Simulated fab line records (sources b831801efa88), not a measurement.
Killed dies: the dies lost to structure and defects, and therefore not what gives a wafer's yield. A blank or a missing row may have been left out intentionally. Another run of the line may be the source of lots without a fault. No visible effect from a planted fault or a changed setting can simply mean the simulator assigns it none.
fab line records / flow gf180mcu
record: lots: 5 wafers: 15 last-day: 33
route steps=602 shown MIM@503
lots that met no fault: from a run of the same line without faults
start-h: hours from the record's opening day to when the first of the lot's shown wafers began / wait-h: how many hours have passed since the lot's step before this one / " same as the row above / L1.1+2: a single row standing in for several wafers / - no value present, or no start provided / * or withheld: withheld / < > ~ a bound
route shown NAME@n: NAME is a module with steps in the file, n the number in the route of the first one / usual: mean/standard deviation taken from wafers without a fault / same: alike in all rows / chamber/n: place in a boat / sites: per-site readings / _std_site: the values' standard deviation / _edge_site: outer sites' mean less inner sites' / radius-mm: how far each site lies from the wafer's centre / mask NAME#n: copy n / behind: tool/chamber where the wafer was last shaped / hold: why the lot was held/for how many hours/how that ended / device: which transistor (n, p or np) failed to switch / end of line: tests of these same wafers at the route's end / for a step that has no rows: nothing shown but its recipe / killed: dies lost to structure and defects at the first sort, not the wafer's yield / map: per-die view of a wafer (x killed, . not killed, _ where there is no die)
set.NAME: the setting that was run; set.NAME@STEP: the one run at that earlier step / model.NAME: the simulator's own value behind a step, which no gauge read
lots seen at some steps along the route; tables by step, rows by wafer
services: from which hour (start-h, from the record's first day; less than 0 if before it) a tool's chamber was out of use, for how many hours, and why
== steps ==
step: GF_MIM_SPUTTER_00
recipe: material: Ti target-thk-nm: 37.5 arriving-ion-energy-ev: 80 substrate-temp-c: 200 chamber-pressure-pa: 2 power-w: 4000 time-s: 150
usual: throttle-valve-pct: 29.6/0.68
lot.wafer=L078.1 tool=pvd-sputter-03 chamber=- start-h=596.32 wait-h=0.2 throttle-valve-pct=28.8
lot.wafer=L078.5 tool=pvd-sputter-03 chamber=- start-h=596.32 wait-h=0.2 throttle-valve-pct=29.0
lot.wafer=L078.6 tool=pvd-sputter-03 chamber=- start-h=596.32 wait-h=0.2 throttle-valve-pct=29.8
lot.wafer=L082.1 tool=pvd-sputter-03 chamber=- start-h=637.38 wait-h=0.2 throttle-valve-pct=29.5
lot.wafer=L082.4 tool=pvd-sputter-03 chamber=- start-h=637.38 wait-h=0.2 throttle-valve-pct=29.5
lot.wafer=L082.5 tool=pvd-sputter-03 chamber=- start-h=637.38 wait-h=0.2 throttle-valve-pct=29.0
lot.wafer=L086.1 tool=pvd-sputter-02 chamber=- start-h=664.13 wait-h=0.2 throttle-valve-pct=29.1
lot.wafer=L086.2 tool=pvd-sputter-02 chamber=- start-h=664.13 wait-h=0.2 throttle-valve-pct=30.4
lot.wafer=L086.6 tool=pvd-sputter-02 chamber=- start-h=664.13 wait-h=0.2 throttle-valve-pct=28.4
lot.wafer=L088.1 tool=pvd-sputter-02 chamber=- start-h=679.32 wait-h=0.2 throttle-valve-pct=30.0
lot.wafer=L088.3 tool=pvd-sputter-02 chamber=- start-h=679.32 wait-h=0.2 throttle-valve-pct=28.9
lot.wafer=L088.6 tool=pvd-sputter-02 chamber=- start-h=679.32 wait-h=0.2 throttle-valve-pct=28.7
lot.wafer=L094.2 tool=pvd-sputter-02 chamber=- start-h=712.33 wait-h=0.1 throttle-valve-pct=30.4
lot.wafer=L094.4 tool=pvd-sputter-02 chamber=- start-h=712.33 wait-h=0.1 throttle-valve-pct=30.0
lot.wafer=L094.5 tool=pvd-sputter-02 chamber=- start-h=712.33 wait-h=0.1 throttle-valve-pct=29.1
step: GF_MIM_SPUTTER_01
recipe: material: TiN target-thk-nm: 30 power-w: 6500 time-s: 25 chamber-pressure-pa: 0.4
usual: throttle-valve-pct: 29.6/0.7
lot.wafer=L078.1 tool=pvd-sputter-03 chamber=- start-h=596.42 wait-h=0.1 throttle-valve-pct=29.0
lot.wafer=L078.5 tool=pvd-sputter-03 chamber=- start-h=596.42 wait-h=0.1 throttle-valve-pct=29.3
lot.wafer=L078.6 tool=pvd-sputter-03 chamber=- start-h=596.42 wait-h=0.1 throttle-valve-pct=29.4
lot.wafer=L082.1 tool=pvd-sputter-03 chamber=- start-h=637.48 wait-h=0.1 throttle-valve-pct=29.1
lot.wafer=L082.4 tool=pvd-sputter-03 chamber=- start-h=637.48 wait-h=0.1 throttle-valve-pct=29.5
lot.wafer=L082.5 tool=pvd-sputter-03 chamber=- start-h=637.48 wait-h=0.1 throttle-valve-pct=29.1
lot.wafer=L086.1 tool=pvd-sputter-02 chamber=- start-h=664.23 wait-h=0.1 throttle-valve-pct=29.0
lot.wafer=L086.2 tool=pvd-sputter-02 chamber=- start-h=664.23 wait-h=0.1 throttle-valve-pct=30.5
lot.wafer=L086.6 tool=pvd-sputter-02 chamber=- start-h=664.23 wait-h=0.1 throttle-valve-pct=28.5
lot.wafer=L088.1 tool=pvd-sputter-02 chamber=- start-h=679.42 wait-h=0.1 throttle-valve-pct=30.1
lot.wafer=L088.3 tool=pvd-sputter-02 chamber=- start-h=679.42 wait-h=0.1 throttle-valve-pct=29.0
lot.wafer=L088.6 tool=pvd-sputter-02 chamber=- start-h=679.42 wait-h=0.1 throttle-valve-pct=28.4
lot.wafer=L094.2 tool=pvd-sputter-02 chamber=- start-h=712.43 wait-h=0.1 throttle-valve-pct=30.7
lot.wafer=L094.4 tool=pvd-sputter-02 chamber=- start-h=712.43 wait-h=0.1 throttle-valve-pct=30.3
lot.wafer=L094.5 tool=pvd-sputter-02 chamber=- start-h=712.43 wait-h=0.1 throttle-valve-pct=29.0
step: GF_MIM_SPUTTER_02
recipe: material: AlCu target-thk-nm: 450 power-w: 10600 time-s: 23.9 chamber-pressure-pa: 0.4
usual: throttle-valve-pct: 29.6/0.7
lot.wafer=L078.1 tool=pvd-sputter-03 chamber=- start-h=596.45 wait-h=0.0 throttle-valve-pct=28.8
lot.wafer=L078.5 tool=pvd-sputter-03 chamber=- start-h=596.45 wait-h=0.0 throttle-valve-pct=29.3
lot.wafer=L078.6 tool=pvd-sputter-03 chamber=- start-h=596.45 wait-h=0.0 throttle-valve-pct=29.7
lot.wafer=L082.1 tool=pvd-sputter-03 chamber=- start-h=637.51 wait-h=0.0 throttle-valve-pct=29.2
lot.wafer=L082.4 tool=pvd-sputter-03 chamber=- start-h=637.51 wait-h=0.0 throttle-valve-pct=29.4
lot.wafer=L082.5 tool=pvd-sputter-03 chamber=- start-h=637.51 wait-h=0.0 throttle-valve-pct=29.3
lot.wafer=L086.1 tool=pvd-sputter-02 chamber=- start-h=664.26 wait-h=0.0 throttle-valve-pct=29.2
lot.wafer=L086.2 tool=pvd-sputter-02 chamber=- start-h=664.26 wait-h=0.0 throttle-valve-pct=30.2
lot.wafer=L086.6 tool=pvd-sputter-02 chamber=- start-h=664.26 wait-h=0.0 throttle-valve-pct=28.4
lot.wafer=L088.1 tool=pvd-sputter-02 chamber=- start-h=679.46 wait-h=0.0 throttle-valve-pct=30.2
lot.wafer=L088.3 tool=pvd-sputter-02 chamber=- start-h=679.46 wait-h=0.0 throttle-valve-pct=29.0
lot.wafer=L088.6 tool=pvd-sputter-02 chamber=- start-h=679.46 wait-h=0.0 throttle-valve-pct=28.3
lot.wafer=L094.2 tool=pvd-sputter-02 chamber=- start-h=712.46 wait-h=0.0 throttle-valve-pct=30.5
lot.wafer=L094.4 tool=pvd-sputter-02 chamber=- start-h=712.46 wait-h=0.0 throttle-valve-pct=30.0
lot.wafer=L094.5 tool=pvd-sputter-02 chamber=- start-h=712.46 wait-h=0.0 throttle-valve-pct=28.9
step: GF_MIM_SPUTTER_03
recipe: material: Ti target-thk-nm: 10 substrate-temp-c: 300 chamber-pressure-pa: 0.3 power-w: 3000 time-s: 6.7
usual: throttle-valve-pct: 29.6/0.69
lot.wafer=L078.1 tool=pvd-sputter-03 chamber=- start-h=596.48 wait-h=0.0 throttle-valve-pct=28.8
lot.wafer=L078.5 tool=pvd-sputter-03 chamber=- start-h=596.48 wait-h=0.0 throttle-valve-pct=29.2
lot.wafer=L078.6 tool=pvd-sputter-03 chamber=- start-h=596.48 wait-h=0.0 throttle-valve-pct=29.5
lot.wafer=L082.1 tool=pvd-sputter-03 chamber=- start-h=637.54 wait-h=0.0 throttle-valve-pct=29.2
lot.wafer=L082.4 tool=pvd-sputter-03 chamber=- start-h=637.54 wait-h=0.0 throttle-valve-pct=29.2
lot.wafer=L082.5 tool=pvd-sputter-03 chamber=- start-h=637.54 wait-h=0.0 throttle-valve-pct=29.4
lot.wafer=L086.1 tool=pvd-sputter-02 chamber=- start-h=664.29 wait-h=0.0 throttle-valve-pct=28.9
lot.wafer=L086.2 tool=pvd-sputter-02 chamber=- start-h=664.29 wait-h=0.0 throttle-valve-pct=30.7
lot.wafer=L086.6 tool=pvd-sputter-02 chamber=- start-h=664.29 wait-h=0.0 throttle-valve-pct=28.6
lot.wafer=L088.1 tool=pvd-sputter-02 chamber=- start-h=679.49 wait-h=0.0 throttle-valve-pct=30.2
lot.wafer=L088.3 tool=pvd-sputter-02 chamber=- start-h=679.49 wait-h=0.0 throttle-valve-pct=29.3
lot.wafer=L088.6 tool=pvd-sputter-02 chamber=- start-h=679.49 wait-h=0.0 throttle-valve-pct=28.4
lot.wafer=L094.2 tool=pvd-sputter-02 chamber=- start-h=712.49 wait-h=0.0 throttle-valve-pct=30.3
lot.wafer=L094.4 tool=pvd-sputter-02 chamber=- start-h=712.49 wait-h=0.0 throttle-valve-pct=30.2
lot.wafer=L094.5 tool=pvd-sputter-02 chamber=- start-h=712.49 wait-h=0.0 throttle-valve-pct=29.0
step: GF_MIM_SPUTTER_04
recipe: material: TiN target-thk-nm: 50 power-w: 6500 time-s: 41.7 chamber-pressure-pa: 0.4
usual: throttle-valve-pct: 29.6/0.72
lot.wafer=L078.1 tool=pvd-sputter-03 chamber=- start-h=596.50 wait-h=0.0 throttle-valve-pct=29.0
lot.wafer=L078.5 tool=pvd-sputter-03 chamber=- start-h=596.50 wait-h=0.0 throttle-valve-pct=28.9
lot.wafer=L078.6 tool=pvd-sputter-03 chamber=- start-h=596.50 wait-h=0.0 throttle-valve-pct=29.5
lot.wafer=L082.1 tool=pvd-sputter-03 chamber=- start-h=637.56 wait-h=0.0 throttle-valve-pct=29.3
lot.wafer=L082.4 tool=pvd-sputter-03 chamber=- start-h=637.56 wait-h=0.0 throttle-valve-pct=29.3
lot.wafer=L082.5 tool=pvd-sputter-03 chamber=- start-h=637.56 wait-h=0.0 throttle-valve-pct=28.9
lot.wafer=L086.1 tool=pvd-sputter-02 chamber=- start-h=664.31 wait-h=0.0 throttle-valve-pct=29.3
lot.wafer=L086.2 tool=pvd-sputter-02 chamber=- start-h=664.31 wait-h=0.0 throttle-valve-pct=30.6
lot.wafer=L086.6 tool=pvd-sputter-02 chamber=- start-h=664.31 wait-h=0.0 throttle-valve-pct=27.9
lot.wafer=L088.1 tool=pvd-sputter-02 chamber=- start-h=679.51 wait-h=0.0 throttle-valve-pct=30.3
lot.wafer=L088.3 tool=pvd-sputter-02 chamber=- start-h=679.51 wait-h=0.0 throttle-valve-pct=28.7
lot.wafer=L088.6 tool=pvd-sputter-02 chamber=- start-h=679.51 wait-h=0.0 throttle-valve-pct=28.2
lot.wafer=L094.2 tool=pvd-sputter-02 chamber=- start-h=712.51 wait-h=0.0 throttle-valve-pct=30.3
lot.wafer=L094.4 tool=pvd-sputter-02 chamber=- start-h=712.51 wait-h=0.0 throttle-valve-pct=30.1
lot.wafer=L094.5 tool=pvd-sputter-02 chamber=- start-h=712.51 wait-h=0.0 throttle-valve-pct=29.2
step: GF_MIM_CVD_05
recipe: material: Si3N4 target-thk-nm: 42 temp-max-c: 400 temp-c: 385 time-s: 29.086 rf-w: 450
usual: heater-power-w: 618/91 rf-fwd-power-W: 443.4/2.4
lot.wafer=L078.1 tool=pecvd-04 chamber=2 start-h=596.54 wait-h=0.0 heater-power-w=528 rf-fwd-power-W=441.7
lot.wafer=L078.5 tool=pecvd-04 chamber=0 start-h=596.54 wait-h=0.0 heater-power-w=754 rf-fwd-power-W=440.0
lot.wafer=L078.6 tool=pecvd-04 chamber=2 start-h=596.54 wait-h=0.0 heater-power-w=527 rf-fwd-power-W=442.0
lot.wafer=L082.1 tool=pecvd-02 chamber=2 start-h=637.60 wait-h=0.0 heater-power-w=462 rf-fwd-power-W=442.6
lot.wafer=L082.4 tool=pecvd-02 chamber=0 start-h=637.60 wait-h=0.0 heater-power-w=697 rf-fwd-power-W=442.0
lot.wafer=L082.5 tool=pecvd-02 chamber=2 start-h=637.60 wait-h=0.0 heater-power-w=468 rf-fwd-power-W=440.4
lot.wafer=L086.1 tool=pecvd-02 chamber=0 start-h=664.35 wait-h=0.0 heater-power-w=647 rf-fwd-power-W=443.4
lot.wafer=L086.2 tool=pecvd-02 chamber=1 start-h=664.35 wait-h=0.0 heater-power-w=720 rf-fwd-power-W=444.0
lot.wafer=L086.6 tool=pecvd-02 chamber=2 start-h=664.35 wait-h=0.0 heater-power-w=530 rf-fwd-power-W=441.6
lot.wafer=L088.1 tool=pecvd-02 chamber=2 start-h=679.55 wait-h=0.0 heater-power-w=491 rf-fwd-power-W=440.1
lot.wafer=L088.3 tool=pecvd-02 chamber=1 start-h=679.55 wait-h=0.0 heater-power-w=650 rf-fwd-power-W=445.4
lot.wafer=L088.6 tool=pecvd-02 chamber=1 start-h=679.55 wait-h=0.0 heater-power-w=651 rf-fwd-power-W=444.8
lot.wafer=L094.2 tool=pecvd-03 chamber=0 start-h=712.55 wait-h=0.0 heater-power-w=580 rf-fwd-power-W=444.7
lot.wafer=L094.4 tool=pecvd-03 chamber=0 start-h=712.55 wait-h=0.0 heater-power-w=594 rf-fwd-power-W=445.3
lot.wafer=L094.5 tool=pecvd-03 chamber=1 start-h=712.55 wait-h=0.0 heater-power-w=604 rf-fwd-power-W=446.3
step: GF_MIM_THK_MEAS_06
recipe: reads: Si3N4_of_MIM_CVD_05
usual: MIM_CVD_05_THK: 41.8/0.77
lot.wafer=L078.1 tool=film-metro-01 chamber=- start-h=596.57 wait-h=0.0 MIM_CVD_05_THK[nm]=40.7
lot.wafer=L078.5 tool=film-metro-01 chamber=- start-h=596.57 wait-h=0.0 MIM_CVD_05_THK[nm]=42.4
lot.wafer=L078.6 tool=film-metro-01 chamber=- start-h=596.57 wait-h=0.0 MIM_CVD_05_THK[nm]=41.2
lot.wafer=L082.1 tool=film-metro-03 chamber=- start-h=637.63 wait-h=0.0 MIM_CVD_05_THK[nm]=41.9
lot.wafer=L082.4 tool=film-metro-03 chamber=- start-h=637.63 wait-h=0.0 MIM_CVD_05_THK[nm]=42.8
lot.wafer=L082.5 tool=film-metro-03 chamber=- start-h=637.63 wait-h=0.0 MIM_CVD_05_THK[nm]=42.7
lot.wafer=L086.1 tool=film-metro-03 chamber=- start-h=664.38 wait-h=0.0 MIM_CVD_05_THK[nm]=41.7
lot.wafer=L086.2 tool=film-metro-03 chamber=- start-h=664.38 wait-h=0.0 MIM_CVD_05_THK[nm]=40.5
lot.wafer=L086.6 tool=film-metro-03 chamber=- start-h=664.38 wait-h=0.0 MIM_CVD_05_THK[nm]=41.8
lot.wafer=L088.1 tool=film-metro-01 chamber=- start-h=679.58 wait-h=0.0 MIM_CVD_05_THK[nm]=42.2
lot.wafer=L088.3 tool=film-metro-01 chamber=- start-h=679.58 wait-h=0.0 MIM_CVD_05_THK[nm]=41.2
lot.wafer=L088.6 tool=film-metro-01 chamber=- start-h=679.58 wait-h=0.0 MIM_CVD_05_THK[nm]=41.8
lot.wafer=L094.2 tool=film-metro-03 chamber=- start-h=712.60 wait-h=0.0 MIM_CVD_05_THK[nm]=42.7
lot.wafer=L094.4 tool=film-metro-03 chamber=- start-h=712.60 wait-h=0.0 MIM_CVD_05_THK[nm]=42.9
lot.wafer=L094.5 tool=film-metro-03 chamber=- start-h=712.60 wait-h=0.0 MIM_CVD_05_THK[nm]=41.6
step: GF_MIM_SPUTTER_07
recipe: material: TiN target-thk-nm: 60 power-w: 6500 time-s: 50 chamber-pressure-pa: 0.4
usual: throttle-valve-pct: 29.6/0.64
lot.wafer=L078.1 tool=pvd-sputter-04 chamber=- start-h=596.63 wait-h=0.1 throttle-valve-pct=30.6
lot.wafer=L078.5 tool=pvd-sputter-04 chamber=- start-h=596.63 wait-h=0.1 throttle-valve-pct=29.9
lot.wafer=L078.6 tool=pvd-sputter-04 chamber=- start-h=596.63 wait-h=0.1 throttle-valve-pct=30.6
lot.wafer=L082.1 tool=pvd-sputter-02 chamber=- start-h=637.69 wait-h=0.1 throttle-valve-pct=30.5
lot.wafer=L082.4 tool=pvd-sputter-02 chamber=- start-h=637.69 wait-h=0.1 throttle-valve-pct=29.9
lot.wafer=L082.5 tool=pvd-sputter-02 chamber=- start-h=637.69 wait-h=0.1 throttle-valve-pct=28.3
lot.wafer=L086.1 tool=pvd-sputter-03 chamber=- start-h=664.44 wait-h=0.1 throttle-valve-pct=29.6
lot.wafer=L086.2 tool=pvd-sputter-03 chamber=- start-h=664.44 wait-h=0.1 throttle-valve-pct=29.5
lot.wafer=L086.6 tool=pvd-sputter-03 chamber=- start-h=664.44 wait-h=0.1 throttle-valve-pct=28.9
lot.wafer=L088.1 tool=pvd-sputter-03 chamber=- start-h=679.64 wait-h=0.1 throttle-valve-pct=29.0
lot.wafer=L088.3 tool=pvd-sputter-03 chamber=- start-h=679.64 wait-h=0.1 throttle-valve-pct=29.6
lot.wafer=L088.6 tool=pvd-sputter-03 chamber=- start-h=679.64 wait-h=0.1 throttle-valve-pct=29.3
lot.wafer=L094.2 tool=pvd-sputter-04 chamber=- start-h=712.65 wait-h=0.0 throttle-valve-pct=30.4
lot.wafer=L094.4 tool=pvd-sputter-04 chamber=- start-h=712.65 wait-h=0.0 throttle-valve-pct=29.7
lot.wafer=L094.5 tool=pvd-sputter-04 chamber=- start-h=712.65 wait-h=0.0 throttle-valve-pct=30.3
step: GF_MIM_SPUTTER_08
recipe: material: AlCu target-thk-nm: 200 power-w: 10600 time-s: 10.6 chamber-pressure-pa: 0.4
usual: throttle-valve-pct: 29.6/0.64
lot.wafer=L078.1 tool=pvd-sputter-04 chamber=- start-h=596.67 wait-h=0.0 throttle-valve-pct=30.3
lot.wafer=L078.5 tool=pvd-sputter-04 chamber=- start-h=596.67 wait-h=0.0 throttle-valve-pct=29.9
lot.wafer=L078.6 tool=pvd-sputter-04 chamber=- start-h=596.67 wait-h=0.0 throttle-valve-pct=30.6
lot.wafer=L082.1 tool=pvd-sputter-02 chamber=- start-h=637.73 wait-h=0.0 throttle-valve-pct=30.3
lot.wafer=L082.4 tool=pvd-sputter-02 chamber=- start-h=637.73 wait-h=0.0 throttle-valve-pct=30.1
lot.wafer=L082.5 tool=pvd-sputter-02 chamber=- start-h=637.73 wait-h=0.0 throttle-valve-pct=28.4
lot.wafer=L086.1 tool=pvd-sputter-03 chamber=- start-h=664.48 wait-h=0.0 throttle-valve-pct=29.2
lot.wafer=L086.2 tool=pvd-sputter-03 chamber=- start-h=664.48 wait-h=0.0 throttle-valve-pct=29.3
lot.wafer=L086.6 tool=pvd-sputter-03 chamber=- start-h=664.48 wait-h=0.0 throttle-valve-pct=29.1
lot.wafer=L088.1 tool=pvd-sputter-03 chamber=- start-h=679.68 wait-h=0.0 throttle-valve-pct=29.1
lot.wafer=L088.3 tool=pvd-sputter-03 chamber=- start-h=679.68 wait-h=0.0 throttle-valve-pct=29.5
lot.wafer=L088.6 tool=pvd-sputter-03 chamber=- start-h=679.68 wait-h=0.0 throttle-valve-pct=29.2
lot.wafer=L094.2 tool=pvd-sputter-04 chamber=- start-h=712.69 wait-h=0.0 throttle-valve-pct=30.0
lot.wafer=L094.4 tool=pvd-sputter-04 chamber=- start-h=712.69 wait-h=0.0 throttle-valve-pct=30.1
lot.wafer=L094.5 tool=pvd-sputter-04 chamber=- start-h=712.69 wait-h=0.0 throttle-valve-pct=30.2
step: GF_MIM_SPUTTER_09
recipe: material: TiN target-thk-nm: 35 power-w: 6500 time-s: 29.2 chamber-pressure-pa: 0.4
usual: throttle-valve-pct: 29.5/0.64
lot.wafer=L078.1 tool=pvd-sputter-04 chamber=- start-h=596.70 wait-h=0.0 throttle-valve-pct=30.3
lot.wafer=L078.5 tool=pvd-sputter-04 chamber=- start-h=596.70 wait-h=0.0 throttle-valve-pct=29.7
lot.wafer=L078.6 tool=pvd-sputter-04 chamber=- start-h=596.70 wait-h=0.0 throttle-valve-pct=30.7
lot.wafer=L082.1 tool=pvd-sputter-02 chamber=- start-h=637.76 wait-h=0.0 throttle-valve-pct=30.6
lot.wafer=L082.4 tool=pvd-sputter-02 chamber=- start-h=637.76 wait-h=0.0 throttle-valve-pct=30.1
lot.wafer=L082.5 tool=pvd-sputter-02 chamber=- start-h=637.76 wait-h=0.0 throttle-valve-pct=28.2
lot.wafer=L086.1 tool=pvd-sputter-03 chamber=- start-h=664.51 wait-h=0.0 throttle-valve-pct=29.1
lot.wafer=L086.2 tool=pvd-sputter-03 chamber=- start-h=664.51 wait-h=0.0 throttle-valve-pct=29.4
lot.wafer=L086.6 tool=pvd-sputter-03 chamber=- start-h=664.51 wait-h=0.0 throttle-valve-pct=29.0
lot.wafer=L088.1 tool=pvd-sputter-03 chamber=- start-h=679.71 wait-h=0.0 throttle-valve-pct=29.0
lot.wafer=L088.3 tool=pvd-sputter-03 chamber=- start-h=679.71 wait-h=0.0 throttle-valve-pct=29.9
lot.wafer=L088.6 tool=pvd-sputter-03 chamber=- start-h=679.71 wait-h=0.0 throttle-valve-pct=29.2
lot.wafer=L094.2 tool=pvd-sputter-04 chamber=- start-h=712.71 wait-h=0.0 throttle-valve-pct=30.2
lot.wafer=L094.4 tool=pvd-sputter-04 chamber=- start-h=712.71 wait-h=0.0 throttle-valve-pct=30.0
lot.wafer=L094.5 tool=pvd-sputter-04 chamber=- start-h=712.71 wait-h=0.0 throttle-valve-pct=30.1
step: GF_MIM_RS_MEAS_10
recipe: thk-meas-gauge: four-point-probe reads: TiN_of_MIM_SPUTTER_09+AlCu_of_MIM_SPUTTER_08+TiN_of_MIM_SPUTTER_07
usual: MIM_ALCU_RS: 0.1589/0.0017
lot.wafer=L078.1 tool=film-metro-02 chamber=- start-h=596.73 wait-h=0.0 MIM_ALCU_RS[ohm/sq]=0.1569
lot.wafer=L078.5 tool=film-metro-02 chamber=- start-h=596.73 wait-h=0.0 MIM_ALCU_RS[ohm/sq]=0.1579
lot.wafer=L078.6 tool=film-metro-02 chamber=- start-h=596.73 wait-h=0.0 MIM_ALCU_RS[ohm/sq]=0.1562
lot.wafer=L082.1 tool=film-metro-02 chamber=- start-h=637.79 wait-h=0.0 MIM_ALCU_RS[ohm/sq]=0.1557
lot.wafer=L082.4 tool=film-metro-02 chamber=- start-h=637.79 wait-h=0.0 MIM_ALCU_RS[ohm/sq]=0.1589
lot.wafer=L082.5 tool=film-metro-02 chamber=- start-h=637.79 wait-h=0.0 MIM_ALCU_RS[ohm/sq]=0.1592
lot.wafer=L086.1 tool=film-metro-03 chamber=- start-h=664.54 wait-h=0.0 MIM_ALCU_RS[ohm/sq]=0.1595
lot.wafer=L086.2 tool=film-metro-03 chamber=- start-h=664.54 wait-h=0.0 MIM_ALCU_RS[ohm/sq]=0.1596
lot.wafer=L086.6 tool=film-metro-03 chamber=- start-h=664.54 wait-h=0.0 MIM_ALCU_RS[ohm/sq]=0.1586
lot.wafer=L088.1 tool=film-metro-02 chamber=- start-h=679.74 wait-h=0.0 MIM_ALCU_RS[ohm/sq]=0.1590
lot.wafer=L088.3 tool=film-metro-02 chamber=- start-h=679.74 wait-h=0.0 MIM_ALCU_RS[ohm/sq]=0.1594
lot.wafer=L088.6 tool=film-metro-02 chamber=- start-h=679.74 wait-h=0.0 MIM_ALCU_RS[ohm/sq]=0.1585
lot.wafer=L094.2 tool=film-metro-01 chamber=- start-h=712.77 wait-h=0.0 MIM_ALCU_RS[ohm/sq]=0.1577
lot.wafer=L094.4 tool=film-metro-01 chamber=- start-h=712.77 wait-h=0.0 MIM_ALCU_RS[ohm/sq]=0.1620
lot.wafer=L094.5 tool=film-metro-01 chamber=- start-h=712.77 wait-h=0.0 MIM_ALCU_RS[ohm/sq]=0.1585
step: GF_MIM_THK_MEAS_11
recipe: thk-meas-gauge: xrf reads: AlCu_of_MIM_SPUTTER_08
usual: MIM_ALCU_THK: 203.4/2.4
lot.wafer=L078.1 tool=film-metro-02 chamber=- start-h=596.85 wait-h=0.1 MIM_ALCU_THK[nm]=206.6
lot.wafer=L078.5 tool=film-metro-02 chamber=- start-h=596.85 wait-h=0.1 MIM_ALCU_THK[nm]=205.0
lot.wafer=L078.6 tool=film-metro-02 chamber=- start-h=596.85 wait-h=0.1 MIM_ALCU_THK[nm]=207.9
lot.wafer=L082.1 tool=film-metro-02 chamber=- start-h=637.91 wait-h=0.1 MIM_ALCU_THK[nm]=209.0
lot.wafer=L082.4 tool=film-metro-02 chamber=- start-h=637.91 wait-h=0.1 MIM_ALCU_THK[nm]=204.3
lot.wafer=L082.5 tool=film-metro-02 chamber=- start-h=637.91 wait-h=0.1 MIM_ALCU_THK[nm]=204.9
lot.wafer=L086.1 tool=film-metro-03 chamber=- start-h=664.66 wait-h=0.1 MIM_ALCU_THK[nm]=201.7
lot.wafer=L086.2 tool=film-metro-03 chamber=- start-h=664.66 wait-h=0.1 MIM_ALCU_THK[nm]=201.0
lot.wafer=L086.6 tool=film-metro-03 chamber=- start-h=664.66 wait-h=0.1 MIM_ALCU_THK[nm]=202.2
lot.wafer=L088.1 tool=film-metro-02 chamber=- start-h=679.86 wait-h=0.1 MIM_ALCU_THK[nm]=203.2
lot.wafer=L088.3 tool=film-metro-02 chamber=- start-h=679.86 wait-h=0.1 MIM_ALCU_THK[nm]=202.9
lot.wafer=L088.6 tool=film-metro-02 chamber=- start-h=679.86 wait-h=0.1 MIM_ALCU_THK[nm]=203.5
lot.wafer=L094.2 tool=film-metro-01 chamber=- start-h=712.88 wait-h=0.1 MIM_ALCU_THK[nm]=205.7
lot.wafer=L094.4 tool=film-metro-01 chamber=- start-h=712.88 wait-h=0.1 MIM_ALCU_THK[nm]=198.4
lot.wafer=L094.5 tool=film-metro-01 chamber=- start-h=712.88 wait-h=0.1 MIM_ALCU_THK[nm]=203.5
step: GF_MIM_DEHYDRATE_12
recipe: temp-c: 200 time-s: 60
lot.wafer=L078.1+5+6 tool=litho-track-03 chamber=0 start-h=606.51 wait-h=9.7
lot.wafer=L082.1+4+5 tool=litho-track-01 chamber=0 start-h=647.26 wait-h=9.3
lot.wafer=L086.1+2+6 tool=litho-track-04 chamber=0 start-h=673.82 wait-h=9.1
lot.wafer=L088.1+3+6 tool=litho-track-03 chamber=0 start-h=688.36 wait-h=8.5
lot.wafer=L094.2+4+5 tool=litho-track-01 chamber=0 start-h=720.98 wait-h=8.1
step: GF_MIM_HMDS_13
recipe: prime-time-s: 60 prime-temp-c: 120
usual: prime-temp-c: 119.99/0.15
lot.wafer=L078.1 tool=litho-track-03 chamber=0 start-h=606.66 wait-h=0.1 prime-temp-c=119.87
lot.wafer=L078.5 tool=litho-track-03 chamber=0 start-h=606.66 wait-h=0.1 prime-temp-c=119.88
lot.wafer=L078.6 tool=litho-track-03 chamber=0 start-h=606.66 wait-h=0.1 prime-temp-c=119.79
lot.wafer=L082.1 tool=litho-track-01 chamber=0 start-h=647.41 wait-h=0.1 prime-temp-c=120.35
lot.wafer=L082.4 tool=litho-track-01 chamber=0 start-h=647.41 wait-h=0.1 prime-temp-c=120.25
lot.wafer=L082.5 tool=litho-track-01 chamber=0 start-h=647.41 wait-h=0.1 prime-temp-c=119.97
lot.wafer=L086.1 tool=litho-track-04 chamber=0 start-h=673.97 wait-h=0.1 prime-temp-c=120.17
lot.wafer=L086.2 tool=litho-track-04 chamber=0 start-h=673.97 wait-h=0.1 prime-temp-c=120.04
lot.wafer=L086.6 tool=litho-track-04 chamber=0 start-h=673.97 wait-h=0.1 prime-temp-c=120.09
lot.wafer=L088.1 tool=litho-track-03 chamber=0 start-h=688.51 wait-h=0.1 prime-temp-c=119.71
lot.wafer=L088.3 tool=litho-track-03 chamber=0 start-h=688.51 wait-h=0.1 prime-temp-c=119.87
lot.wafer=L088.6 tool=litho-track-03 chamber=0 start-h=688.51 wait-h=0.1 prime-temp-c=119.75
lot.wafer=L094.2 tool=litho-track-01 chamber=0 start-h=721.13 wait-h=0.1 prime-temp-c=120.10
lot.wafer=L094.4 tool=litho-track-01 chamber=0 start-h=721.13 wait-h=0.1 prime-temp-c=120.00
lot.wafer=L094.5 tool=litho-track-01 chamber=0 start-h=721.13 wait-h=0.1 prime-temp-c=119.91
== services ==
tool=pvd-sputter-02 chamber=- start-h=597.95 hours=0.5 kind=repair
tool=pecvd-04 chamber=- start-h=608.88 hours=2.8 kind=pm
tool=pvd-sputter-03 chamber=0 start-h=621.74 hours=- kind=consumable-replace:kit
tool=pvd-sputter-03 chamber=0 start-h=621.74 hours=18.0 kind=scheduled-down
tool=pvd-sputter-03 chamber=0 start-h=621.74 hours=18.0 kind=vent-cycle
tool=pecvd-04 chamber=2 start-h=635.84 hours=13.1 kind=repair
tool=pvd-sputter-04 chamber=- start-h=667.77 hours=1.9 kind=repair
tool=pecvd-03 chamber=- start-h=682.01 hours=5.5 kind=pm
tool=pecvd-04 chamber=1 start-h=683.51 hours=16.7 kind=repair
tool=pvd-sputter-04 chamber=- start-h=683.56 hours=6.2 kind=repair
tool=pvd-sputter-03 chamber=- start-h=687.63 hours=9.2 kind=repair
tool=pvd-sputter-04 chamber=0 start-h=692.38 hours=- kind=consumable-replace:kit
tool=pvd-sputter-04 chamber=0 start-h=692.38 hours=18.0 kind=scheduled-down
tool=pvd-sputter-04 chamber=0 start-h=692.38 hours=18.0 kind=vent-cycle
tool=pvd-sputter-02 chamber=3 start-h=695.97 hours=- kind=consumable-replace:kit
tool=pvd-sputter-02 chamber=3 start-h=695.97 hours=18.0 kind=scheduled-down
tool=pvd-sputter-02 chamber=3 start-h=695.97 hours=18.0 kind=vent-cycle
== key ==
fault none
